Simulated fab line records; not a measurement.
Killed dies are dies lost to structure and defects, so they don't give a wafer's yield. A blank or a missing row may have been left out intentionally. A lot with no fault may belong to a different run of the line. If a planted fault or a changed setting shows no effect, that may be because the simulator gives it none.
Struck lot and sound lot, side by side + flow sky130 + 16 out of 708 route steps
Sound: the wafers L800.1, L800.3, L800.5. Struck: wafers L793.1, L793.3, L793.5. Last of all comes the cause.
Each step with rows lists, per side, the tool, then ch with its chambers, then its first start. Under that, the readings that differ: sound wafers + struck wafers + difference of the means + sigmas: that difference in standard deviations of wafers without a fault.
alike: readings whose means differ by less than 2 such deviations, and words and numbers that are the same on both sides. not compared: withheld readings, readings that some wafer has no value for, bounds like >300 that may hide the same value, and numbers for which the record gives no deviation and whose values overlap.
The two part at a step that has a row with sigmas, a row that says differs or no value, or rows on one side only. Non-overlapping numbers with no deviation appear without sigmas and do not part them. Lack of a reading on every wafer of one side parts them only where that side has two or more wafers.

SKY_FIELD_ISO_THK_MEAS_04:
  sound on filmMetro-01 at day 5 02:29; struck on filmMetro-01 at day 3 16:01
  alike: FIELD_ISO_CVD_03_THK
then, 8 steps without rows for these wafers: SKY_FIELD_ISO_DEHYDRATE_05 (time 60 s); SKY_FIELD_ISO_HMDS_06 (prime time 60 s); SKY_FIELD_ISO_COAT_07 (resist thk 60 nm); SKY_FIELD_ISO_COAT_08 (resist thk 450 nm); SKY_FIELD_ISO_SOFTBAKE_09 (time 90 s); SKY_FIELD_ISO_EXPOSE_10 (exposes mask FOM, target cd 150 nm); SKY_FIELD_ISO_PEB_11; SKY_FIELD_ISO_DEVELOP_12 (develop time 60 s).
SKY_FIELD_ISO_CD_MEAS_13 targets a cd of 150 nm.
  sound on cdSem-02 at day 5 20:11; struck on cdSem-01 at day 4 07:47
  alike: cdNm
SKY_FIELD_ISO_ETCH_14: etches BARC in N2/H2, stops on SiO2, time 45.9 s, target depth 60 nm.
  sound on rieDiel-03 ch 0,2,3, day 5 20:19; struck on rieDiel-01 ch 1,3, day 4 07:54
  alike: drypumpMotorCurrentA, oesProductAu, throttleValvePct
  not compared: rfHoursCounterH
SKY_FIELD_ISO_ETCH_15: etches the open film in CHF3/O2, stops on Si, target depth 180 nm, time 72 s.
  sound on rieDiel-03 ch 0,2,3, day 5 20:21; struck on rieDiel-01 ch 1,3, day 4 07:56
  alike: O2_flow_sccm, chf3FlowSccm, drypumpMotorCurrentA, oesProductAu, throttleValvePct
  not compared: rfHoursCounterH
SKY_FIELD_ISO_STRIP_16: strips in O2/N2.
  sound on plasmaAsher-01 ch 0,1, day 5 20:25; struck on plasmaAsher-01 ch 0,1, day 4 08:00
  no value came back on the struck wafers for chamberPressureMTorr (mTorr), drypumpMotorCurrentA (A), oesProductAu (a.u.), stripTimeToEndpointS (s); on the sound wafers chamberPressureMTorr (mTorr) reads 1497.1 1499.7 1503.2
| reading                                         | sound | struck            | difference | sigmas |
|-------------------------------------------------|-------|-------------------|------------|--------|
| model.KrF-thick_of_FIELD_ISO_COAT_08.thkNm (nm) | 0 0 0 | 235.7 231.5 230.1 | +232.4     |        |
  not compared: rfHoursCounterH
SKY_FIELD_ISO_ETCH_17: etches Si in HBr/Cl2/O2, target depth 342 nm, time 97.7 s.
  sound on rieSi-01 ch 0,1,3, day 5 20:31; struck on rieSi-01 ch 0,2, day 4 08:06
| reading                                         | sound | struck            | difference | sigmas |
|-------------------------------------------------|-------|-------------------|------------|--------|
| model.KrF-thick_of_FIELD_ISO_COAT_08.thkNm (nm) | 0 0 0 | 113.5 118.1 109.5 | +113.7     |        |
  alike: O2_flow_sccm, drypumpMotorCurrentA, mfcCl2Sccm, oesProductAu, throttleValvePct
  not compared: rfHoursCounterH
then, 1 step without rows for these wafers: SKY_FIELD_ISO_WET_ETCH_18 (etches Si3N4 in H3PO4, target depth 25 nm, time 286 s).
-- the record jumps here: 44 days lie between the struck wafers' starts before and after (it left off in module FIELD_ISO and takes up again in module PAD_OPEN, whose first step shown is number 708 of the route) --
SKY_PAD_OPEN_PROBE_99:
  only the struck wafers here have rows in the record (prober-01, day 48 13:19); the sound ones have none

## WHERE THEY PART
Last at SKY_PAD_OPEN_PROBE_99 as far as this record goes, first at SKY_FIELD_ISO_STRIP_16.

WHY: the cause the simulator had injected
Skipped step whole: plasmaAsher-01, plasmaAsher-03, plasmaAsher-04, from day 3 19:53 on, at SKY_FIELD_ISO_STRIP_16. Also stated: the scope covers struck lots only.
